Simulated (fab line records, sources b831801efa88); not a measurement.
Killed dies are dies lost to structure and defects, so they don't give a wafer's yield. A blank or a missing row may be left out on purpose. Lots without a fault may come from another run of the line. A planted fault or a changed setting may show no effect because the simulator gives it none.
fab line records | flow sky130
record lots=24 wafers=72 last_day=50
route steps=708 shown LOCAL_INTERCONNECT@389 METAL1@449 METAL3@532 CAPM@541 METAL4@599
lots that met no fault: from a run of the same line without faults
start_h: hours from the record's first day to the start of the lot's first wafer shown | wait_h: hours since the lot's step before | " the same as in the row above | L1.1+2: a row that stands for several wafers | - no value, or no start given | * or withheld: withheld | < > ~ a bound
route shown NAME@n: a module of which the file shows steps, and the number in the route of the first | usual: mean/standard deviation of fault-free wafers | same: alike in all rows | chamber/n: place in a boat | sites: the reading at each site | _std_site: their standard deviation | _edge_site: outer sites' mean less inner sites' | radius_mm: how far each site lies from the wafer's centre | mask NAME#n: copy n | behind: the tool/chamber that last shaped the wafer | hold: why the lot was held/for how many hours/how that ended | device: the transistor (n, p or np) that didn't switch | end of line: the same wafers' tests at the end of the route | a step without rows: its recipe alone | killed: dies lost to structure and defects at the first sort, not the wafer's yield | map: a wafer's dies, x killed, . not, _ none there
set.NAME: the setting as run; set.NAME@STEP: as run at that earlier step | model.NAME: the simulator's own value behind a step, which no gauge read
steps of the route over a sample of lots; a table a step, a row a wafer
services: from which hour (start_h, from the record's first day; less than 0 if before it) a tool's chamber was out of use, for how many hours, and why
## steps
# step SKY_LOCAL_INTERCONNECT_THK_MEAS_02
# recipe thk_meas_gauge=xrf reads=TiN_of_LOCAL_INTERCONNECT_SPUTTER_00
# usual LOCAL_INTERCONNECT_TIN_THK=100.9/1.3
# columns lot.wafer tool chamber start_h wait_h LOCAL_INTERCONNECT_TIN_THK[nm]
L074.1 film_metro-03 - 659.73 0.1 102.3
L074.4 " - " " 103.2
L074.6 " - " " 102.0
L075.2 film_metro-01 - 681.66 0.1 100.3
L075.3 " - " " 100.5
L075.6 " - " " 100.1
L076.1 film_metro-03 - 683.88 0.1 103.1
L076.2 " - " " 103.0
L076.5 " - " " 103.7
L077.2 film_metro-03 - 692.59 0.1 102.1
L077.3 " - " " 101.6
L077.4 " - " " 101.2
L078.2 film_metro-01 - 727.63 0.1 102.6
L078.5 " - " " 101.4
L078.6 " - " " 102.6
L079.1 film_metro-03 - 733.98 0.1 102.1
L079.3 " - " " 101.5
L079.6 " - " " 101.5
L080.1 film_metro-01 - 734.69 0.1 100.2
L080.2 " - " " 100.1
L080.3 " - " " 99.9
L081.2 film_metro-01 - 735.58 0.1 101.3
L081.4 " - " " 101.7
L081.5 " - " " 101.0
L082.1 film_metro-02 - 740.52 0.1 101.3
L082.2 " - " " 100.8
L082.5 " - " " 102.0
L083.3 film_metro-01 - 750.25 0.1 100.5
L083.4 " - " " 100.7
L083.6 " - " " 100.6
L085.1 film_metro-01 - 760.07 0.1 98.3
L085.3 " - " " 98.5
L085.4 " - " " 99.6
L084.2 film_metro-02 - 762.13 0.1 99.9
L084.3 " - " " 101.0
L084.4 " - " " 102.0
L086.1 film_metro-02 - 767.74 0.1 101.1
L086.4 " - " " 100.7
L086.6 " - " " 100.6
L087.2 film_metro-02 - 777.47 0.1 100.2
L087.5 " - " " 100.4
L087.6 " - " " 100.8
L088.1 film_metro-03 - 782.86 0.1 103.4
L088.3 " - " " 103.8
L088.5 " - " " 104.6
L090.1 film_metro-02 - 815.83 0.1 100.4
L090.4 " - " " 99.6
L090.6 " - " " 101.0
L091.1 film_metro-03 - 819.31 0.1 100.9
L091.2 " - " " 102.0
L091.4 " - " " 101.2
L089.2 film_metro-01 - 822.18 0.1 99.3
L089.4 " - " " 99.2
L089.5 " - " " 99.5
L092.1 film_metro-02 - 822.52 0.1 100.6
L092.3 " - " " 100.7
L092.5 " - " " 100.0
L093.3 film_metro-02 - 826.49 0.1 100.6
L093.4 " - " " 100.5
L093.6 " - " " 100.5
L094.1 film_metro-03 - 844.59 0.1 101.3
L094.5 " - " " 101.5
L094.6 " - " " 101.2
L095.1 film_metro-01 - 854.49 0.1 99.0
L095.2 " - " " 98.9
L095.4 " - " " 98.8
L097.2 film_metro-03 - 855.77 0.1 101.2
L097.3 " - " " 100.5
L097.6 " - " " 100.9
L096.1 film_metro-01 - 860.41 0.1 99.9
L096.2 " - " " 99.3
L096.3 " - " " 99.7
# step SKY_METAL1_CD_MEAS_15
# recipe target_cd_nm=140
# usual cd_nm=140.4/1.4
# columns lot.wafer tool chamber start_h wait_h cd_nm
L074.1 cd_sem-02 - 746.48 - 142.1
L074.4 " - " " 141.7
L074.6 " - " " 141.3
L075.2 cd_sem-02 - 767.65 - 138.6
L075.3 " - " " 139.5
L075.6 " - " " 139.6
L076.1 cd_sem-02 - 769.03 - 139.2
L076.2 " - " " 137.5
L076.5 " - " " 138.5
L077.2 cd_sem-02 - 779.26 - 140.0
L077.3 " - " " 140.4
L077.4 " - " " 139.7
L078.2 cd_sem-01 - 810.60 - 139.7
L078.5 " - " " 142.0
L078.6 " - " " 142.5
L079.1 cd_sem-01 - 817.38 - 140.3
L079.3 " - " " 139.8
L079.6 " - " " 137.1
L080.1 cd_sem-01 - 819.03 - 138.3
L080.2 " - " " 141.0
L080.3 " - " " 138.7
L081.2 cd_sem-01 - 819.75 - 142.4
L081.4 " - " " 142.5
L081.5 " - " " 141.0
L082.1 cd_sem-02 - 824.08 - 138.6
L082.2 " - " " 140.3
L082.5 " - " " 140.2
L083.3 cd_sem-01 - 832.23 - 141.6
L083.4 " - " " 142.6
L083.6 " - " " 141.2
L085.1 cd_sem-01 - 842.13 - 140.1
L085.3 " - " " 139.4
L085.4 " - " " 139.7
L084.2 cd_sem-02 - 844.65 - 140.8
L084.3 " - " " 139.6
L084.4 " - " " 139.4
L086.1 cd_sem-02 - 849.28 - 140.0
L086.4 " - " " 139.7
L086.6 " - " " 138.4
L087.2 cd_sem-01 - 858.41 - 141.6
L087.5 " - " " 141.0
L087.6 " - " " 142.8
L088.1 cd_sem-02 - 864.48 - 140.8
L088.3 " - " " 141.8
L088.5 " - " " 139.8
L090.1 cd_sem-01 - 895.29 - 138.5
L090.4 " - " " 138.1
L090.6 " - " " 138.7
L091.1 cd_sem-02 - 899.38 - 141.4
L091.2 " - " " 141.6
L091.4 " - " " 142.2
L089.2 cd_sem-01 - 902.96 - 143.5
L089.4 " - " " 140.6
L089.5 " - " " 140.7
L092.1 cd_sem-02 - 903.29 - 141.0
L092.3 " - " " 141.3
L092.5 " - " " 139.0
L093.3 cd_sem-01 - 905.67 - 138.9
L093.4 " - " " 140.5
L093.6 " - " " 140.8
L094.1 cd_sem-02 - 923.83 - 140.7
L094.5 " - " " 140.5
L094.6 " - " " 141.0
L095.1 cd_sem-01 - 934.04 - 141.2
L095.2 " - " " 141.3
L095.4 " - " " 141.5
L097.2 cd_sem-01 - 935.01 - 138.9
L097.3 " - " " 140.3
L097.6 " - " " 140.5
L096.1 cd_sem-01 - 939.03 - 141.2
L096.2 " - " " 141.3
L096.3 " - " " 140.1
# step SKY_METAL3_SPUTTER_00
# recipe material=Ti target_thk_nm=15 power_w=3000 time_s=10 chamber_pressure_pa=0.4
# usual chamber_pressure_pa=0.4001/0.00076 throttle_valve_pct=29.7/0.81
# columns lot.wafer tool chamber start_h wait_h chamber_pressure_pa throttle_valve_pct
L074.1 pvd_sputter-01 - 831.09 0.1 0.3993 30.6
L074.4 " - " " 0.4017 29.7
L074.6 " - " " 0.4008 29.4
L075.2 pvd_sputter-04 - 851.49 0.2 0.4005 29.3
L075.3 " - " " 0.4005 30.8
L075.6 " - " " 0.4001 29.4
L076.1 pvd_sputter-01 - 855.29 0.2 0.4002 30.6
L076.2 " - " " 0.4012 29.8
L076.5 " - " " 0.4014 29.7
L077.2 pvd_sputter-04 - 862.45 0.2 0.4000 29.6
L077.3 " - " " 0.3992 29.1
L077.4 " - " " 0.4000 30.7
L078.2 pvd_sputter-01 - 893.83 0.1 0.4011 29.6
L078.5 " - " " 0.3999 28.9
L078.6 " - " " 0.3997 29.2
L079.1 pvd_sputter-04 - 900.43 0.1 0.3999 28.5
L079.3 " - " " 0.3992 29.4
L079.6 " - " " 0.3993 29.6
L080.1 pvd_sputter-01 - 902.80 0.1 0.3987 29.7
L080.2 " - " " 0.3999 29.4
L080.3 " - " " 0.3994 28.9
L081.2 pvd_sputter-02 - 905.38 0.1 0.3990 30.3
L081.4 " - " " 0.3997 30.2
L081.5 " - " " 0.4006 30.2
L082.1 pvd_sputter-01 - 906.99 0.2 0.4010 29.7
L082.2 " - " " 0.4000 29.4
L082.5 " - " " 0.3995 28.9
L083.3 pvd_sputter-02 - 916.14 0.1 0.3995 30.1
L083.4 " - " " 0.4001 32.3
L083.6 " - " " 0.3993 30.2
L085.1 pvd_sputter-01 - 922.79 0.2 0.4006 28.9
L085.3 " - " " 0.3999 29.7
L085.4 " - " " 0.3995 30.5
L084.2 pvd_sputter-01 - 928.28 0.2 0.3987 29.9
L084.3 " - " " 0.4000 30.6
L084.4 " - " " 0.3996 29.7
L086.1 pvd_sputter-02 - 932.18 0.2 0.4003 32.3
L086.4 " - " " 0.3995 30.3
L086.6 " - " " 0.3991 32.1
L087.2 pvd_sputter-04 - 939.40 0.2 0.3992 29.7
L087.5 " - " " 0.4006 28.9
L087.6 " - " " 0.3980 29.0
L088.1 pvd_sputter-04 - 946.61 0.1 0.4006 28.9
L088.3 " - " " 0.3996 29.3
L088.5 " - " " 0.3998 29.5
L090.1 pvd_sputter-04 - 974.60 0.1 0.3998 30.8
L090.4 " - " " 0.4002 29.3
L090.6 " - " " 0.4009 28.8
L091.1 pvd_sputter-04 - 979.19 0.1 0.4007 29.2
L091.2 " - " " 0.3999 28.8
L091.4 " - " " 0.3994 29.4
L089.2 pvd_sputter-01 - 984.67 0.1 0.4000 29.4
L089.4 " - " " 0.4008 29.0
L089.5 " - " " 0.4016 30.6
L092.1 pvd_sputter-04 - 984.84 0.2 0.3997 30.5
L092.3 " - " " 0.4014 29.4
L092.5 " - " " 0.3998 30.6
L093.3 pvd_sputter-01 - 985.72 0.1 0.3987 28.9
L093.4 " - " " 0.3999 29.4
L093.6 " - " " 0.4004 29.3
L094.1 pvd_sputter-04 - 1003.71 0.1 0.4004 30.7
L094.5 " - " " 0.4004 29.4
L094.6 " - " " 0.4006 30.5
L095.1 pvd_sputter-01 - 1011.16 0.1 0.3985 29.4
L095.2 " - " " 0.3999 30.5
L095.4 " - " " 0.3997 28.9
L097.2 pvd_sputter-04 - 1012.00 0.2 0.3999 29.5
L097.3 " - " " 0.3992 28.8
L097.6 " - " " 0.3993 30.7
L096.1 pvd_sputter-02 - 1017.11 0.2 0.4004 30.0
L096.2 " - " " 0.4004 32.1
L096.3 " - " " 0.4002 29.7
# step SKY_CAPM_THK_MEAS_04
# recipe thk_meas_gauge=xrf reads=TiN_of_CAPM_SPUTTER_02
# usual CAPM_TIN_THK=201.8/2.4
# columns lot.wafer tool chamber start_h wait_h CAPM_TIN_THK[nm]
L074.1 film_metro-02 - 831.56 0.1 198.6
L074.4 " - " " 199.5
L074.6 " - " " 197.3
L075.2 film_metro-04 - 851.96 0.1 205.9
L075.3 " - " " 204.8
L075.6 " - " " 205.1
L076.1 film_metro-04 - 855.76 0.1 206.9
L076.2 " - " " 204.8
L076.5 " - " " 203.1
L077.2 film_metro-01 - 862.92 0.1 200.6
L077.3 " - " " 202.2
L077.4 " - " " 200.8
L078.2 film_metro-01 - 894.31 0.1 203.0
L078.5 " - " " 205.2
L078.6 " - " " 204.6
L079.1 film_metro-01 - 900.89 0.1 199.7
L079.3 " - " " 199.6
L079.6 " - " " 199.3
L080.1 film_metro-04 - 903.26 0.1 202.8
L080.2 " - " " 203.6
L080.3 " - " " 203.6
L081.2 film_metro-04 - 905.85 0.1 203.1
L081.4 " - " " 201.0
L081.5 " - " " 201.1
L082.1 film_metro-04 - 907.45 0.1 200.4
L082.2 " - " " 199.9
L082.5 " - " " 203.7
L083.3 film_metro-01 - 916.62 0.1 201.4
L083.4 " - " " 200.4
L083.6 " - " " 202.0
L085.1 film_metro-01 - 923.26 0.1 201.7
L085.3 " - " " 199.0
L085.4 " - " " 202.6
L084.2 film_metro-02 - 928.75 0.1 198.3
L084.3 " - " " 199.8
L084.4 " - " " 199.3
L086.1 film_metro-01 - 932.64 0.1 200.3
L086.4 " - " " 200.5
L086.6 " - " " 200.7
L087.2 film_metro-01 - 939.88 0.1 199.9
L087.5 " - " " 200.6
L087.6 " - " " 199.6
L088.1 film_metro-02 - 947.07 0.1 201.4
L088.3 " - " " 201.9
L088.5 " - " " 204.6
L090.1 film_metro-01 - 975.07 0.1 206.5
L090.4 " - " " 205.0
L090.6 " - " " 203.1
L091.1 film_metro-02 - 979.65 0.1 200.7
L091.2 " - " " 198.0
L091.4 " - " " 200.6
L089.2 film_metro-04 - 985.15 0.1 205.9
L089.4 " - " " 204.4
L089.5 " - " " 204.9
L092.1 film_metro-04 - 985.32 0.1 202.9
L092.3 " - " " 203.4
L092.5 " - " " 202.1
L093.3 film_metro-02 - 986.20 0.1 199.6
L093.4 " - " " 199.3
L093.6 " - " " 199.4
L094.1 film_metro-02 - 1004.18 0.1 200.0
L094.5 " - " " 198.8
L094.6 " - " " 200.6
L095.1 film_metro-04 - 1011.62 0.1 205.6
L095.2 " - " " 203.9
L095.4 " - " " 203.4
L097.2 film_metro-04 - 1012.48 0.1 201.4
L097.3 " - " " 199.1
L097.6 " - " " 200.0
L096.1 film_metro-01 - 1017.58 0.1 206.5
L096.2 " - " " 203.8
L096.3 " - " " 205.2
# step SKY_METAL3_ETCH_17
# recipe target=SiO2 stop_on=TiN chemistry=C4F8/O2/Ar source_w=1500 bias_w=1200 pressure_mtorr=40 c4f8_flow_sccm=withheld O2_flow_sccm=6 Ar_flow_sccm=300 time_s=3.9 target_depth_a=150
# usual oes_product_au=0.756/0.0083
# columns lot.wafer tool chamber start_h wait_h oes_product_au rf_hours_counter_h
L074.1 rie_diel-02 0 884.39 0.1 0.755 18
L074.4 " 2 " " 0.768 12
L074.6 " 3 " " 0.770 -
L075.2 rie_diel-03 3 903.73 0.1 0.760 11
L075.3 " 1 " " 0.770 15
L075.6 " 0 " " 0.765 -
L076.1 rie_diel-03 2 907.05 0.1 0.754 13
L076.2 " 1 " " 0.754 15
L076.5 " 1 " " 0.757 -
L077.2 rie_diel-03 3 914.52 0.1 0.754 11
L077.3 " 1 " " 0.759 15
L077.4 " 0 " " 0.771 5
L078.2 rie_diel-03 2 943.40 0.1 0.765 14
L078.5 " 0 " " 0.769 -
L078.6 " 3 " " 0.766 -
L079.1 rie_diel-02 0 951.21 0.1 0.752 20
L079.3 " 3 " " 0.743 10
L079.6 " 2 " " 0.756 -
L080.1 rie_diel-02 2 952.55 0.1 0.751 14
L080.2 " 0 " " 0.748 20
L080.3 " 3 " " 0.764 10
L081.2 rie_diel-01 1 955.36 0.1 0.751 11
L081.4 " 0 " " 0.751 24
L081.5 " 1 " " 0.755 -
L082.1 rie_diel-01 1 956.07 0.1 0.752 11
L082.2 " 3 " " 0.757 4
L082.5 " 3 " " 0.766 -
L083.3 rie_diel-01 2 965.76 0.0 0.751 26
L083.4 " 3 " " 0.758 4
L083.6 " 3 " " 0.757 -
L085.1 rie_diel-01 2 972.26 0.1 0.755 26
L085.3 " 1 " " 0.759 12
L085.4 " 1 " " 0.759 -
L084.2 rie_diel-02 0 978.71 0.1 0.751 21
L084.3 " 3 " " 0.762 11
L084.4 " 1 " " 0.757 12
L086.1 rie_diel-03 2 983.02 0.1 0.746 16
L086.4 " 0 " " 0.751 8
L086.6 " 2 " " 0.756 -
L087.2 rie_diel-02 2 988.07 0.1 0.748 15
L087.5 " 2 " " 0.769 -
L087.6 " 1 " " 0.759 -
L088.1 rie_diel-02 3 999.56 0.1 0.754 11
L088.3 " 0 " " 0.750 22
L088.5 " 2 " " 0.756 -
L090.1 rie_diel-02 1 1020.50 0.1 0.749 14
L090.4 " 2 " " 0.749 16
L090.6 " 1 " " 0.757 -
L091.1 rie_diel-02 3 1025.76 0.1 0.758 12
L091.2 " 0 " " 0.757 22
L091.4 " 1 " " 0.765 14
L089.2 rie_diel-03 2 1031.66 0.1 0.744 17
L089.4 " 1 " " 0.748 19
L089.5 " 3 " " 0.761 -
L092.1 rie_diel-01 2 1032.01 0.1 0.754 28
L092.3 " 3 " " 0.748 6
L092.5 " 2 " " 0.756 -
L093.3 rie_diel-03 0 1032.32 0.0 0.755 9
L093.4 " 3 " " 0.747 15
L093.6 " 2 " " 0.758 -
L094.1 rie_diel-03 3 1050.45 0.2 0.753 16
L094.5 " 3 " " 0.744 -
L094.6 " 2 " " 0.748 -
L097.2 rie_diel-02 1 1057.42 0.1 0.755 15
L097.3 " 3 " " 0.743 13
L097.6 " 3 " " 0.758 -
L095.1 rie_diel-03 0 1057.43 0.2 0.751 10
L095.2 " 1 " " 0.745 20
L095.4 " 3 " " 0.754 16
L096.1 rie_diel-02 1 1061.96 0.1 0.744 15
L096.2 " 2 " " 0.736 18
L096.3 " 0 " " 0.732 24
# step SKY_METAL4_SPUTTER_01
# recipe material=TiN target_thk_nm=20 power_w=6500 time_s=16.7 chamber_pressure_pa=0.4
# usual chamber_pressure_pa=0.4000/0.0011 throttle_valve_pct=30.0/0.98
# columns lot.wafer tool chamber start_h wait_h chamber_pressure_pa throttle_valve_pct
L074.1 pvd_sputter-03 - 911.70 0.0 0.3996 28.4
L074.4 " - " " 0.4021 30.2
L074.6 " - " " 0.4002 28.3
L075.2 pvd_sputter-01 - 931.99 0.0 0.3989 28.7
L075.3 " - " " 0.4010 29.8
L075.6 " - " " 0.4004 29.6
L076.1 pvd_sputter-02 - 934.17 0.0 0.4015 30.1
L076.2 " - " " 0.4002 30.3
L076.5 " - " " 0.4001 29.7
L077.2 pvd_sputter-01 - 941.67 0.0 0.3994 30.0
L077.3 " - " " 0.3975 28.8
L077.4 " - " " 0.3978 30.5
L078.2 pvd_sputter-01 - 971.28 0.0 0.4001 28.9
L078.5 " - " " 0.3998 29.6
L078.6 " - " " 0.3994 30.8
L079.1 pvd_sputter-02 - 979.30 0.0 0.4007 29.7
L079.3 " - " " 0.3997 32.1
L079.6 " - " " 0.3989 30.3
L080.1 pvd_sputter-03 - 980.41 0.0 0.3980 30.1
L080.2 " - " " 0.3990 30.0
L080.3 " - " " 0.3993 28.0
L081.2 pvd_sputter-02 - 984.09 0.0 0.4004 30.0
L081.4 " - " " 0.4010 32.3
L081.5 " - " " 0.4005 30.2
L082.1 pvd_sputter-01 - 984.16 0.0 0.4006 30.5
L082.2 " - " " 0.3998 29.6
L082.5 " - " " 0.4003 28.9
L083.3 pvd_sputter-01 - 992.73 0.0 0.3993 28.9
L083.4 " - " " 0.3995 29.3
L083.6 " - " " 0.3988 28.8
L085.1 pvd_sputter-01 - 998.02 0.0 0.3997 29.3
L085.3 " - " " 0.3995 29.6
L085.4 " - " " 0.3994 29.4
L084.2 pvd_sputter-02 - 1004.35 0.0 0.3992 32.5
L084.3 " - " " 0.4000 30.1
L084.4 " - " " 0.3997 29.9
L086.1 pvd_sputter-03 - 1008.35 0.0 0.3998 29.9
L086.4 " - " " 0.3998 28.2
L086.6 " - " " 0.3989 28.2
L087.2 pvd_sputter-01 - 1014.27 0.0 0.3998 29.4
L087.5 " - " " 0.4006 28.8
L087.6 " - " " 0.4007 29.7
L088.1 pvd_sputter-02 - 1025.40 0.0 0.3981 29.8
L088.3 " - " " 0.4001 30.3
L088.5 " - " " 0.4007 32.2
L090.1 pvd_sputter-02 - 1045.24 0.0 0.4012 29.7
L090.4 " - " " 0.3998 30.2
L090.6 " - " " 0.4000 29.7
L091.1 pvd_sputter-02 - 1050.93 0.0 0.4001 30.0
L091.2 " - " " 0.3993 32.3
L091.4 " - " " 0.4000 30.3
L089.2 pvd_sputter-02 - 1056.27 0.0 0.4000 30.2
L089.4 " - " " 0.3991 32.1
L089.5 " - " " 0.4003 30.5
L092.1 pvd_sputter-02 - 1056.93 0.0 0.4000 30.0
L092.3 " - " " 0.4005 32.6
L092.5 " - " " 0.3989 29.8
L093.3 pvd_sputter-03 - 1057.93 0.0 0.4004 30.2
L093.4 " - " " 0.4006 29.0
L093.6 " - " " 0.4011 28.4
L094.1 pvd_sputter-02 - 1074.62 0.0 0.4008 29.8
L094.5 " - " " 0.4003 30.1
L094.6 " - " " 0.3998 30.2
L097.2 pvd_sputter-03 - 1080.47 0.0 0.4006 28.7
L097.3 " - " " 0.4006 28.2
L097.6 " - " " 0.3990 30.1
L095.1 pvd_sputter-01 - 1081.47 0.0 0.4005 29.7
L095.2 " - " " 0.4003 30.4
L095.4 " - " " 0.4009 29.5
L096.1 pvd_sputter-02 - 1085.97 0.0 0.4006 30.4
L096.2 " - " " 0.3999 32.5
L096.3 " - " " 0.4005 30.1
## services
# columns tool chamber start_h hours kind
pvd_sputter-02 - 828.11 2.0 repair
rie_diel-01 - 837.49 0.2 repair
pvd_sputter-02 - 880.78 6.8 repair
pvd_sputter-01 - 886.78 1.3 repair
pvd_sputter-04 3 931.64 - consumable_replace:kit
rie_diel-02 1 949.25 12.3 repair
rie_diel-01 3 970.44 3.8 repair
pvd_sputter-01 2 984.82 - consumable_replace:kit
pvd_sputter-01 2 984.82 18.0 scheduled_down
pvd_sputter-01 2 984.82 18.0 vent_cycle
pvd_sputter-03 - 991.75 2.1 repair
rie_diel-03 2 996.17 9.0 repair
rie_diel-03 3 1006.65 16.6 repair
pvd_sputter-01 - 1008.20 1.7 repair
rie_diel-01 0 1021.13 15.6 repair
rie_diel-03 0 1022.02 4.3 repair
rie_diel-03 1 1023.64 2.3 repair
pvd_sputter-02 3 1025.53 - consumable_replace:kit
pvd_sputter-02 3 1025.53 18.0 scheduled_down
pvd_sputter-02 3 1025.53 18.0 vent_cycle
rie_diel-02 3 1026.49 9.6 repair
rie_diel-01 - 1052.00 0.5 repair
rie_diel-01 - 1055.82 2.8 pm
pvd_sputter-01 - 1070.65 1.8 repair
## key
fault none
